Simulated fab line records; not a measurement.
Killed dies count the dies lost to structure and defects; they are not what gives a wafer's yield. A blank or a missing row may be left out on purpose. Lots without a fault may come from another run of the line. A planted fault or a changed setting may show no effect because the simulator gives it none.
fab line records	flow sky130
record: lots: 6	wafers: 18	lastDay: 50
route steps=708 shown FIELD_ISO@13 NWELL@32 PAD_OPEN@708
lots that met no fault: taken from a fault-free run of the same line
startH: start of the lot's first displayed wafer, in hours after the record's first day	waitH: how many hours have passed since the lot's step before this one	" same as the row above	L1.1+2: a single row standing in for several wafers	- no value present, or no start provided	* or withheld: withheld	< > ~ a bound
route shown NAME@n: a module of which the file shows steps, and the number in the route of the first	usual: mean and standard deviation over wafers with no fault	same: alike in all rows	chamber/n: place in a boat	sites: the reading at each site	_std_site: standard deviation of those values	_edge_site: the outer-site mean with the inner-site mean subtracted	radiusMm: for every site, how far away it sits from the centre of the wafer	mask NAME#n: copy n	behind: the most recent tool/chamber to have shaped the wafer	hold: why the lot was held/for how many hours/how that ended	device: transistor that didn't switch, given as n, p or np	end of line: the tests these same wafers got at the end of their route	for a step that has no rows: nothing shown but its recipe	killed: not the wafer's yield, but the dies lost to structure and defects at the first sort	map: the dies of a wafer, with x for killed, . for not killed, _ for no die there
set.NAME: the setting the step ran with; set.NAME@STEP: the setting that earlier step ran with	model.NAME: the simulator's own value behind a step, which no gauge read
lots seen at some steps along the route; tables by step, rows by wafer
services: a tool's chamber out of use, with start hour (startH, from the record's first day; less than 0 if before it), hours out, and reason
== steps ==
step: SKY_FIELD_ISO_DEVELOP_12
recipe: developTimeS: 60	resist: KrF-thick	devTempC: 21
step: SKY_FIELD_ISO_CD_MEAS_13
recipe: targetCdNm: 150
usual: cdNm: 149.8/1.5
lot.wafer	tool	chamber	startH	waitH	cdNm
L463.1	cdSem-01	-	34.13	-	151.2
L463.3	"	-	"	"	152.5
L463.4	"	-	"	"	151.8
L464.2	cdSem-02	-	39.37	-	148.6
L464.3	"	-	"	"	147.7
L464.6	"	-	"	"	147.7
L467.1	cdSem-01	-	56.85	-	149.4
L467.2	"	-	"	"	149.9
L467.6	"	-	"	"	152.0
L475.1	cdSem-02	-	97.48	-	150.9
L475.3	"	-	"	"	151.7
L475.4	"	-	"	"	150.9
L476.1	cdSem-02	-	102.68	-	149.0
L476.3	"	-	"	"	151.4
L476.4	"	-	"	"	149.9
L485.2	cdSem-02	-	150.17	-	152.0
L485.5	"	-	"	"	151.2
L485.6	"	-	"	"	151.1
step: SKY_FIELD_ISO_ETCH_14
recipe: chemistry: N2/H2	target: BARC	ionEnergyEv: 200	sourceW: 500	biasW: 100	pressureMtorr: 30	n2FlowSccm: 100	h2FlowSccm: 200	stopOn: SiO2	timeS: 45.9	targetDepthA: 600
usual: drypumpMotorCurrentA: 5.6/0.52	oesProductAu: 0.855/0.0043	throttleValvePct: 13.225/0.0088
lot.wafer	tool	chamber	startH	waitH	drypumpMotorCurrentA	oesProductAu	rfHoursCounterH	throttleValvePct
L463.1	rieDiel-01	3	34.25	0.1	5.5	0.855	56	13.256
L463.3	"	0	"	"	5.6	0.860	4	13.228
L463.4	"	1	"	"	4.7	0.851	69	13.230
L464.2	rieDiel-03	2	39.47	0.1	6.6	0.852	156	13.238
L464.3	"	1	"	"	5.4	0.858	175	13.212
L464.6	"	2	"	"	6.6	0.856	-	13.228
L467.1	rieDiel-04	0	56.97	0.1	5.3	0.861	33	13.224
L467.2	"	1	"	"	5.7	0.855	31	13.226
L467.6	"	3	"	"	6.4	0.859	-	13.225
L475.1	rieDiel-03	0	97.60	0.1	5.0	0.858	5	13.232
L475.3	"	2	"	"	6.6	0.859	156	13.220
L475.4	"	1	"	"	5.4	0.859	-	13.212
L476.1	rieDiel-04	1	102.80	0.1	5.7	0.856	31	13.231
L476.3	"	2	"	"	6.3	0.860	77	13.235
L476.4	"	3	"	"	6.4	0.856	2	13.211
L485.2	rieDiel-01	2	150.27	0.1	5.8	0.857	140	13.225
L485.5	"	2	"	"	5.8	0.848	-	13.219
L485.6	"	3	"	"	5.5	0.855	-	13.222
step: SKY_FIELD_ISO_ETCH_15
recipe: chemistry: CHF3/O2	targetDepthNm: 180	stopOn: Si	sourceW: 600	biasW: 200	pressureMtorr: 40	chf3FlowSccm: 50	O2_flow_sccm: 5	timeS: 72
usual: drypumpMotorCurrentA: 5.6/0.52	oesProductAu: 0.943/0.0076	throttleValvePct: 8.843/0.0084
lot.wafer	tool	chamber	startH	waitH	drypumpMotorCurrentA	oesProductAu	rfHoursCounterH	throttleValvePct
L463.1	rieDiel-01	3	34.29	0.0	5.5	0.948	56	8.858
L463.3	"	0	"	"	5.6	0.954	4	8.833
L463.4	"	1	"	"	4.7	0.944	69	8.833
L464.2	rieDiel-03	2	39.51	0.0	6.5	0.928	156	8.837
L464.3	"	1	"	"	5.4	0.931	175	8.854
L464.6	"	2	"	"	6.5	0.936	-	8.837
L467.1	rieDiel-04	0	57.01	0.0	5.2	0.943	33	8.836
L467.2	"	1	"	"	5.6	0.958	31	8.841
L467.6	"	3	"	"	6.4	0.937	-	8.852
L475.1	rieDiel-03	0	97.64	0.0	5.0	0.936	6	8.834
L475.3	"	2	"	"	6.5	0.947	157	8.840
L475.4	"	1	"	"	5.4	0.945	-	8.856
L476.1	rieDiel-04	1	102.84	0.0	5.7	0.936	31	8.851
L476.3	"	2	"	"	6.3	0.931	77	8.846
L476.4	"	3	"	"	6.4	0.933	3	8.862
L485.2	rieDiel-01	2	150.31	0.0	5.8	0.946	140	8.843
L485.5	"	2	"	"	5.8	0.946	-	8.851
L485.6	"	3	"	"	5.4	0.946	-	8.828
step: SKY_FIELD_ISO_STRIP_16
recipe: chemistry: O2/N2	powerW: 1400	pressureMtorr: 1500	platenTempC: withheld	o2FlowSccm: 3000	n2FlowSccm: 300	overashFraction: 0.5
usual: drypumpMotorCurrentA: 5.6/0.4	oesProductAu: 0.378/0.0048	stripTimeToEndpointS: 3.54/0.048
lot.wafer	tool	chamber	startH	waitH	drypumpMotorCurrentA	oesProductAu	rfHoursCounterH	stripTimeToEndpointS
L463.1	plasmaAsher-02	1	34.35	0.0	5.1	0.376	35	3.60
L463.3	"	0	"	"	5.2	0.371	-	3.48
L463.4	"	1	"	"	5.1	0.375	-	3.57
L464.2	plasmaAsher-03	1	39.57	0.0	6.0	0.387	23	3.55
L464.3	"	0	"	"	6.1	0.379	-	3.50
L464.6	"	1	"	"	6.0	0.385	-	3.59
L467.1	plasmaAsher-01	0	57.07	0.0	6.0	0.375	38	3.50
L467.2	"	1	"	"	5.4	0.379	38	3.52
L467.6	"	0	"	"	5.9	0.383	-	3.58
L475.1	plasmaAsher-01	1	97.70	0.0	5.4	0.389	42	3.55
L475.3	"	1	"	"	5.4	0.387	-	3.58
L475.4	"	0	"	"	5.9	0.375	-	3.51
L476.1	plasmaAsher-01	0	102.90	0.0	6.0	0.381	43	3.54
L476.3	"	1	"	"	5.4	0.377	-	3.48
L476.4	"	0	"	"	5.9	0.378	-	3.61
L485.2	plasmaAsher-03	1	150.36	0.0	5.9	0.385	34	3.62
L485.5	"	1	"	"	5.9	0.385	-	3.61
L485.6	"	0	"	"	6.1	0.367	-	3.58
step: SKY_FIELD_ISO_ETCH_17
recipe: targetDepthA: 3420	maskMaterial: Si3N4	chemistry: HBr/Cl2/O2	target: Si	taperDeg: 5	icpW: 600	biasW: 150	pressureMtorr: 15	HBr_flow_sccm: 150	Cl2_flow_sccm: 40	O2_flow_sccm: 6	timeS: 97.7
usual: drypumpMotorCurrentA: 5.8/0.41	oesProductAu: 0.998/0.014	throttleValvePct: 25.657/0.013
lot.wafer	tool	chamber	startH	waitH	drypumpMotorCurrentA	oesProductAu	rfHoursCounterH	throttleValvePct
L463.1	rieSi-02	2	34.45	0.1	6.0	0.980	118	25.655
L463.3	"	0	"	"	5.6	0.993	78	25.655
L463.4	"	1	"	"	5.2	0.975	87	25.692
L464.2	rieSi-02	2	39.67	0.1	6.0	0.992	118	25.664
L464.3	"	3	"	"	5.1	1.001	145	25.662
L464.6	"	2	"	"	6.0	0.982	-	25.657
L467.1	rieSi-02	3	57.17	0.1	5.1	0.999	145	25.679
L467.2	"	1	"	"	5.2	0.977	87	25.661
L467.6	"	1	"	"	5.2	0.977	-	25.657
L475.1	rieSi-02	2	97.80	0.1	6.0	0.987	118	25.662
L475.3	"	1	"	"	5.2	0.980	88	25.677
L475.4	"	0	"	"	5.6	1.000	79	25.654
L476.1	rieSi-01	0	103.00	0.1	5.5	1.005	3	25.652
L476.3	"	3	"	"	6.2	0.985	20	25.656
L476.4	"	2	"	"	5.8	1.017	75	25.641
L485.2	rieSi-02	3	150.46	0.1	5.1	0.980	0	25.676
L485.5	"	3	"	"	5.1	0.980	-	25.673
L485.6	"	1	"	"	5.2	0.993	-	25.666
step: SKY_FIELD_ISO_WET_ETCH_18
recipe: chemistry: H3PO4	targetDepthNm: 25	tempC: 160	target: Si3N4	timeS: 286
step: SKY_FIELD_ISO_CLEAN_19
recipe: chemistry: SC1/SC2	mix: 1:4:20	tempC: 70	timeS: 150
step: SKY_FIELD_ISO_CLEAN_20
recipe: chemistry: dHF	timeS: 20	dilution: 100:1
step: SKY_FIELD_ISO_WET_ETCH_21
recipe: chemistry: dHF	dilution: 100:1	targetDepthNm: 20	dry: ipaMarangoni	target: SiO2	tempC: 25	timeS: 400
step: SKY_FIELD_ISO_OXIDATION_22
recipe: tempC: 950	ambient: O2	stabiliseS: 600	purgeS: 300	targetThkA: 100	oxTimeS: 623
step: SKY_FIELD_ISO_THK_MEAS_23
recipe: reads: SiO2_of_FIELD_ISO_OXIDATION_22
usual: FIELD_ISO_OXIDATION_01_THK: 9.95/0.18
lot.wafer	tool	chamber	startH	waitH	FIELD_ISO_OXIDATION_01_THK[nm]
L463.1	filmMetro-03	-	35.99	0.0	10.24
L463.3	"	-	"	"	10.13
L463.4	"	-	"	"	10.16
L464.2	filmMetro-04	-	41.68	0.0	10.01
L464.3	"	-	"	"	9.94
L464.6	"	-	"	"	9.85
L467.1	filmMetro-04	-	58.68	0.0	9.89
L467.2	"	-	"	"	9.80
L467.6	"	-	"	"	9.92
L475.1	filmMetro-02	-	99.32	0.0	9.86
L475.3	"	-	"	"	9.85
L475.4	"	-	"	"	9.70
L476.1	filmMetro-04	-	105.76	0.0	10.31
L476.3	"	-	"	"	10.12
L476.4	"	-	"	"	10.11
L485.2	filmMetro-04	-	153.68	0.0	9.60
L485.5	"	-	"	"	9.57
L485.6	"	-	"	"	9.61
step: SKY_FIELD_ISO_CVD_24
recipe: material: SiO2	targetThkNm: 595	tempC: 650	sigmaOpenFrac: 0.3	timeS: 99.2	sih4FlowSccm: 60	pressureMtorr: 6
lot.wafer	tool	chamber	startH	waitH	model.SiO2_of_FIELD_ISO_CVD_24.thkNm
L463.1	hdpcvd-01	0	36.05	0.1	595.9
L463.3	"	2	"	"	603.6
L463.4	"	1	"	"	608.7
L464.2	hdpcvd-01	1	41.73	0.0	583.8
L464.3	"	0	"	"	576.6
L464.6	"	0	"	"	583.6
L467.1	hdpcvd-02	1	58.74	0.1	586.4
L467.2	"	2	"	"	599.5
L467.6	"	0	"	"	587.9
L475.1	hdpcvd-02	0	99.38	0.1	288.2
L475.3	"	2	"	"	593.1
L475.4	"	1	"	"	596.4
L476.1	hdpcvd-02	0	105.82	0.1	289.2
L476.3	"	2	"	"	591.8
L476.4	"	0	"	"	590.9
L485.2	hdpcvd-01	2	153.73	0.0	592
L485.5	"	1	"	"	594.7
L485.6	"	0	"	"	583
step: SKY_FIELD_ISO_THK_MEAS_25
recipe: reads: SiO2_of_FIELD_ISO_CVD_24
usual: FIELD_ISO_CVD_24_THK: 592/7.3
lot.wafer	tool	chamber	startH	waitH	FIELD_ISO_CVD_24_THK[nm]
L463.1	filmMetro-04	-	36.12	0.0	596
L463.3	"	-	"	"	604
L463.4	"	-	"	"	608
L464.2	filmMetro-04	-	41.81	0.0	584
L464.3	"	-	"	"	577
L464.6	"	-	"	"	583
L467.1	filmMetro-02	-	58.81	0.0	586
L467.2	"	-	"	"	599
L467.6	"	-	"	"	588
L475.1	filmMetro-04	-	99.45	0.0	288
L475.3	"	-	"	"	593
L475.4	"	-	"	"	597
L476.1	filmMetro-04	-	105.89	0.0	289
L476.3	"	-	"	"	592
L476.4	"	-	"	"	591
L485.2	filmMetro-02	-	153.81	0.0	592
L485.5	"	-	"	"	595
L485.6	"	-	"	"	583
step: SKY_FIELD_ISO_ANNEAL_26
recipe: tempC: 1000	timeS: 1800	ambient: N2
step: SKY_FIELD_ISO_CMP_27
recipe: stopOn: Si3N4	tOverpolishS: 16	downForcePsi: 4	platenRpm: 60	targetThkNm: 457.8	padVelocityMS: 0.94248
usual: motorCurrentA: 12.2/1.2	timeToEndpointS: 108/4.7
lot.wafer	tool	chamber	startH	waitH	motorCurrentA	timeToEndpointS
L463.1	cmp-01	0	38.20	0.0	10.6	110
L463.4	"	1	"	"	12.3	110
L463.3	"	2	"	"	13.0	111
L464.2	cmp-01	1	44.12	0.1	11.9	103
L464.3	"	2	"	"	13.1	110
L464.6	"	1	"	"	11.8	106
L467.2	cmp-02	1	60.67	0.3	12.6	112
L467.1	"	3	"	"	12.3	103
L467.6	"	1	"	"	12.0	112
L475.4	cmp-01	0	101.01	0.0	10.5	114
L475.1	"	2	"	"	12.9	56
L475.3	"	3	"	"	14.9	104
L476.4	cmp-02	1	107.50	0.1	12.9	111
L476.3	"	2	"	"	12.8	107
L476.1	"	3	"	"	12.0	52
L485.2	cmp-01	2	155.51	0.1	12.5	116
L485.6	"	3	"	"	14.7	102
L485.5	"	0	"	"	11.2	113
step: SKY_FIELD_ISO_WET_ETCH_28
recipe: chemistry: dHF	targetDepthNm: 23.7	target: SiO2	dilution: 10:1	tempC: 25	timeS: 47
step: SKY_FIELD_ISO_WET_ETCH_29
recipe: chemistry: H3PO4	targetDepthNm: 160	target: Si3N4	tempC: 160	timeS: 1825
step: SKY_FIELD_ISO_WET_ETCH_30
recipe: chemistry: dHF	targetDepthNm: 25	target: SiO2	dilution: 10:1	tempC: 25	timeS: 50
lot.wafer	tool	chamber	startH	waitH	model.SiO2_of_FIELD_ISO_CVD_24.thkNm
L463.1	wetBench-01	3	39.03	0.0	404.1
L463.3	"	3	"	"	404.9
L463.4	"	3	"	"	401.5
L464.2	wetBench-04	2	44.91	0.0	404
L464.3	"	2	"	"	403.4
L464.6	"	2	"	"	403.1
L467.1	wetBench-02	0	61.45	0.0	405.1
L467.2	"	0	"	"	405.7
L467.6	"	0	"	"	406.8
L475.1	wetBench-04	2	101.84	0.0	235
L475.3	"	2	"	"	402.7
L475.4	"	2	"	"	405.3
L476.1	wetBench-02	3	108.28	0.0	236.1
L476.3	"	3	"	"	404.5
L476.4	"	3	"	"	405.5
L485.2	wetBench-04	0	156.25	0.0	406.4
L485.5	"	0	"	"	405.1
L485.6	"	0	"	"	403.9
step: SKY_NWELL_CLEAN_00
recipe: chemistry: SC1/SC2	mix: 1:4:20	tempC: 70	timeS: 150	dry: n2Spin
step: SKY_PAD_OPEN_PROBE_99
usual: killed_at_M0_to_M3: 42/6.7	killed_at_M4_up: 3.3/2.1	killedAtContacts: 24/5.1	killedAtFrontEnd: 15/4.6	killedAtOther: 0.3/0.58	killedDies: 85/9.9	killedOnRim: 17/3.7	killedOpen: 46/6.9	killedShort: 38/7
same: grossDies: 492	killedAtBackSide: 0
lot.wafer	tool	chamber	startH	waitH	killed_at_M0_to_M3	killed_at_M4_up	killedAtContacts	killedAtFrontEnd	killedAtOther	killedDies	killedOnRim	killedOpen	killedShort
L463.1	prober-02	-	1086.12	0.1	37	3	17	9	0	66	14	38	28
L463.3	prober-02	-	1086.22	0.2	42	1	20	11	2	76	12	39	37
L463.4	prober-02	-	1086.27	0.2	46	5	22	20	1	94	15	55	39
L464.2	prober-01	-	1096.11	0.1	43	2	25	16	0	86	19	53	33
L464.3	prober-01	-	1096.16	0.2	33	1	36	30	0	100	17	53	47
L464.6	prober-01	-	1096.31	0.2	48	5	26	14	1	94	22	58	36
L467.1	prober-02	-	1120.11	0.1	55	5	24	19	0	103	18	45	56
L467.2	prober-02	-	1120.16	0.1	42	4	21	13	3	83	16	44	36
L467.6	prober-02	-	1120.36	0.2	47	3	11	18	0	79	17	33	44
L475.1	prober-02	-	1156.22	0.1	45	3	20	424	0	492	96	45	39
L475.3	prober-02	-	1156.32	0.2	48	4	20	11	0	83	14	45	38
L475.4	prober-02	-	1156.37	0.2	37	4	34	14	0	89	15	42	47
L476.1	prober-01	-	1164.11	0.1	48	4	18	422	0	492	96	43	43
L476.3	prober-01	-	1164.21	0.2	42	1	22	14	0	79	13	47	31
L476.4	prober-01	-	1164.26	0.2	49	1	22	15	1	88	19	61	27
L485.2	prober-02	-	1202.86	0.1	40	4	27	16	0	87	17	53	34
L485.5	prober-02	-	1203.01	0.2	34	5	23	14	1	77	18	40	37
L485.6	prober-02	-	1203.06	0.2	45	1	20	15	1	82	12	41	40
killed by level:class
L463.1 VIA1:geometricParticle:open=9 LI_CONTACT:geometricParticle:open=5 CONTACT:geometricParticle:open=5 VIA3:geometricParticle:open=5 METAL2:geometricParticle:short=4 VIA2:geometricParticle:open=4 VIA3:geometricParticle:short=4 POLY_GATE:geometricParticle:open=3
L463.3 VIA1:geometricParticle:open=10 METAL1:geometricParticle:short=9 CONTACT:geometricParticle:open=8 VIA3:geometricParticle:open=5 VIA2:geometricParticle:open=5 LOCAL_INTERCONNECT:geometricParticle:short=4 METAL3:geometricParticle:short=4 FIELD_ISO:geometricParticle:open=3
L463.4 VIA1:geometricParticle:open=15 VIA3:geometricParticle:open=10 CONTACT:geometricParticle:open=7 POLY_GATE:geometricParticle:short=6 CONTACT:geometricParticle:short=5 VIA2:geometricParticle:open=5 FIELD_ISO:geometricParticle:short=4 LOCAL_INTERCONNECT:geometricParticle:short=4
L464.2 VIA3:geometricParticle:open=12 VIA1:geometricParticle:open=9 CONTACT:geometricParticle:open=8 LI_CONTACT:geometricParticle:open=7 FIELD_ISO:geometricParticle:open=4 POLY_GATE:geometricParticle:open=4 METAL2:geometricParticle:short=4 CONTACT:geometricParticle:short=4
L464.3 CONTACT:geometricParticle:open=13 VIA3:geometricParticle:open=8 FIELD_ISO:geometricParticle:short=7 FIELD_ISO:geometricParticle:open=7 LOCAL_INTERCONNECT:geometricParticle:short=6 CONTACT:geometricParticle:short=6 METAL2:geometricParticle:short=6 LI_CONTACT:geometricParticle:open=5
L464.6 VIA1:geometricParticle:open=14 VIA3:geometricParticle:open=8 LI_CONTACT:geometricParticle:open=7 VIA2:geometricParticle:open=6 CONTACT:geometricParticle:open=6 LI_CONTACT:geometricParticle:short=5 METAL2:geometricParticle:short=5 METAL4:geometricParticle:short=5
L467.1 METAL1:geometricParticle:short=11 METAL2:geometricParticle:short=10 VIA1:geometricParticle:open=10 LI_CONTACT:geometricParticle:open=9 VIA1:geometricParticle:short=8 CONTACT:geometricParticle:open=6 FIELD_ISO:geometricParticle:short=5 POLY_GATE:geometricParticle:short=5
L467.2 VIA1:geometricParticle:open=11 CONTACT:geometricParticle:open=6 VIA2:geometricParticle:open=6 LOCAL_INTERCONNECT:geometricParticle:short=5 VIA1:geometricParticle:short=5 VIA3:geometricParticle:open=5 METAL2:geometricParticle:short=5 LI_CONTACT:geometricParticle:open=4
L467.6 VIA2:geometricParticle:open=10 METAL3:geometricParticle:short=7 VIA1:geometricParticle:open=6 POLY_GATE:geometricParticle:short=5 CONTACT:geometricParticle:open=5 METAL1:geometricParticle:short=5 VIA3:geometricParticle:short=5 FIELD_ISO:geometricParticle:short=4
L475.1 FIELD_ISO:areaCvd=407 VIA1:geometricParticle:open=13 CONTACT:geometricParticle:open=11 VIA1:geometricParticle:short=8 FIELD_ISO:geometricParticle:open=5 FIELD_ISO:geometricParticle:short=5 METAL1:geometricParticle:short=5 VIA2:geometricParticle:open=4
L475.3 VIA1:geometricParticle:open=9 CONTACT:geometricParticle:short=7 VIA2:geometricParticle:open=7 LI_CONTACT:geometricParticle:open=6 VIA3:geometricParticle:open=6 CONTACT:geometricParticle:open=5 VIA1:geometricParticle:short=4 METAL2:geometricParticle:short=4
L475.4 CONTACT:geometricParticle:open=10 CONTACT:geometricParticle:short=9 VIA2:geometricParticle:open=7 VIA1:geometricParticle:short=7 FIELD_ISO:geometricParticle:open=6 LOCAL_INTERCONNECT:geometricParticle:short=6 VIA1:geometricParticle:open=6 METAL2:geometricParticle:short=6
L476.1 FIELD_ISO:areaCvd=406 VIA1:geometricParticle:open=13 METAL1:geometricParticle:short=11 LI_CONTACT:geometricParticle:open=7 LOCAL_INTERCONNECT:geometricParticle:short=6 VIA3:geometricParticle:open=6 FIELD_ISO:geometricParticle:short=5 POLY_GATE:geometricParticle:short=4
L476.3 LI_CONTACT:geometricParticle:open=10 METAL2:geometricParticle:short=7 VIA3:geometricParticle:open=6 VIA1:geometricParticle:open=6 CONTACT:geometricParticle:open=6 VIA1:geometricParticle:short=6 POLY_GATE:geometricParticle:open=5 METAL1:geometricParticle:short=5
L476.4 VIA1:geometricParticle:open=25 VIA2:geometricParticle:open=8 LI_CONTACT:geometricParticle:open=6 CONTACT:geometricParticle:open=6 CONTACT:geometricParticle:short=5 VIA1:geometricParticle:short=5 VIA3:geometricParticle:open=5 POLY_GATE:geometricParticle:open=4
L485.2 LI_CONTACT:geometricParticle:open=15 VIA1:geometricParticle:open=12 VIA3:geometricParticle:open=6 POLY_GATE:geometricParticle:short=4 CONTACT:geometricParticle:short=4 CONTACT:geometricParticle:open=4 VIA1:geometricParticle:short=4 VIA2:geometricParticle:open=4
L485.5 LI_CONTACT:geometricParticle:open=8 CONTACT:geometricParticle:open=6 METAL1:geometricParticle:short=5 VIA1:geometricParticle:open=5 FIELD_ISO:geometricParticle:open=4 CONTACT:geometricParticle:short=4 VIA1:geometricParticle:short=4 METAL3:geometricParticle:short=4
L485.6 VIA3:geometricParticle:open=11 METAL1:geometricParticle:short=9 VIA1:geometricParticle:open=7 LI_CONTACT:geometricParticle:open=6 METAL2:geometricParticle:short=5 CONTACT:geometricParticle:short=4 FIELD_ISO:geometricParticle:open=4 POLY_GATE:geometricParticle:short=4
map L475.1 (x killed, . not)
__________xxxxxxxxxx_________
________xxxxxxxxxxxxxx_______
______xxxxxxxxxxxxxxxxxx_____
_____xxxxxxxxxxxxxxxxxxxx____
____xxxxxxxxxxxxxxxxxxxxxx___
___xxxxxxxxxxxxxxxxxxxxxxxx__
__xxxxxxxxxxxxxxxxxxxxxxxxxx_
_xxxxxxxxxxxxxxxxxxxxxxxxxxxx
_xxxxxxxxxxxxxxxxxxxxxxxxxxxx
_xxxxxxxxxxxxxxxxxxxxxxxxxxxx
_xxxxxxxxxxxxxxxxxxxxxxxxxxxx
_xxxxxxxxxxxxxxxxxxxxxxxxxxxx
_xxxxxxxxxxxxxxxxxxxxxxxxxxxx
_xxxxxxxxxxxxxxxxxxxxxxxxxxxx
_xxxxxxxxxxxxxxxxxxxxxxxxxxxx
__xxxxxxxxxxxxxxxxxxxxxxxxxx_
___xxxxxxxxxxxxxxxxxxxxxxxx__
____xxxxxxxxxxxxxxxxxxxxxx___
_____xxxxxxxxxxxxxxxxxxxx____
______xxxxxxxxxxxxxxxxxx_____
________xxxxxxxxxxxxxx_______
__________xxxxxxxxxx_________
map L476.1 (x killed, . not)
__________xxxxxxxxxx_________
________xxxxxxxxxxxxxx_______
______xxxxxxxxxxxxxxxxxx_____
_____xxxxxxxxxxxxxxxxxxxx____
____xxxxxxxxxxxxxxxxxxxxxx___
___xxxxxxxxxxxxxxxxxxxxxxxx__
__xxxxxxxxxxxxxxxxxxxxxxxxxx_
_xxxxxxxxxxxxxxxxxxxxxxxxxxxx
_xxxxxxxxxxxxxxxxxxxxxxxxxxxx
_xxxxxxxxxxxxxxxxxxxxxxxxxxxx
_xxxxxxxxxxxxxxxxxxxxxxxxxxxx
_xxxxxxxxxxxxxxxxxxxxxxxxxxxx
_xxxxxxxxxxxxxxxxxxxxxxxxxxxx
_xxxxxxxxxxxxxxxxxxxxxxxxxxxx
_xxxxxxxxxxxxxxxxxxxxxxxxxxxx
__xxxxxxxxxxxxxxxxxxxxxxxxxx_
___xxxxxxxxxxxxxxxxxxxxxxxx__
____xxxxxxxxxxxxxxxxxxxxxx___
_____xxxxxxxxxxxxxxxxxxxx____
______xxxxxxxxxxxxxxxxxx_____
________xxxxxxxxxxxxxx_______
__________xxxxxxxxxx_________
== services ==
tool	chamber	startH	hours	kind
rieSi-01	1	21.50	13.8	repair
rieSi-02	0	25.74	1.4	repair
rieSi-01	0	33.28	15.2	repair
rieDiel-03	3	33.69	84.6	repair
hdpcvd-02	-	38.04	6.0	pm
cmp-02	-	40.53	5.1	pm
rieDiel-03	2	47.04	23.4	repair
cmp-01	-	47.11	5.7	pm
hdpcvd-01	0	56.62	10.6	repair
cmp-01	-	59.37	19.1	pm
hdpcvd-01	-	66.75	15.0	pm
rieSi-02	2	75.88	1.9	repair
cmp-01	-	78.44	4.0	pm
plasmaAsher-03	-	88.32	3.0	repair
rieDiel-01	1	97.40	6.0	repair
hdpcvd-01	-	107.58	41.5	repair
plasmaAsher-01	-	108.75	9.0	pm
cmp-01	-	121.04	0.3	repair
rieDiel-04	-	123.50	0.4	repair
cmp-02	-	124.17	0.7	repair
rieDiel-03	0	136.52	4.7	repair
cmp-02	-	137.06	0.4	repair
rieSi-02	0	143.16	9.6	repair
rieDiel-03	1	143.65	2.5	repair
== key ==
firstSign: step: SKY_FIELD_ISO_THK_MEAS_25	reading: FIELD_ISO_CVD_24_THK	direction: down	sigmas: 41	usual: 592	struck: 289
effect: step: SKY_FIELD_ISO_CMP_27	reading: timeToEndpointS	direction: down	sigmas: 12	usual: *	struck: *
effect: step: SKY_PAD_OPEN_PROBE_99	reading: killedAtFrontEnd	direction: up	sigmas: 89	usual: 15	struck: 423
modelEffect: step: SKY_FIELD_ISO_CVD_24	value: SiO2_of_FIELD_ISO_CVD_24.thkNm	without: 586.9	struck: 288.7
modelEffect: step: SKY_FIELD_ISO_WET_ETCH_30	value: SiO2_of_FIELD_ISO_CVD_24.thkNm	without: 404.2	struck: 235.6
moreKillsBornAt: SKY_FIELD_ISO_CVD_24@hdpcvd-02: 813
metAt SKY_FIELD_ISO_CVD_24
struckWafers L475.1,L476.1
laterRowsLeftOut L475.1,L476.1
testerLeftOut L475,L476
onsetBetween 58.74 99.38
fault: kind: processParameterDrift	tool: hdpcvd-02	chamber: -	onsetH: 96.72	steps: SKY_FIELD_ISO_CVD_24	channel: targetThkNm	offset: -298.22	shape: step	endH: 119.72	scope: struckWafersOnly	actsIn: theseRecipesOnly	stated: 595
testerLeftOut: of these lots the tester's yield and bins aren't shown, on N5 and GAA mostly nor the transistor test; their killed dies are dies lost to structure and defects alone, not to doping, threshold or leakage, so they don't give the yield
laterRowsLeftOut: the simulator's readings of these wafers behind a module that went badly wrong aren't trusted and aren't shown, but for the sort
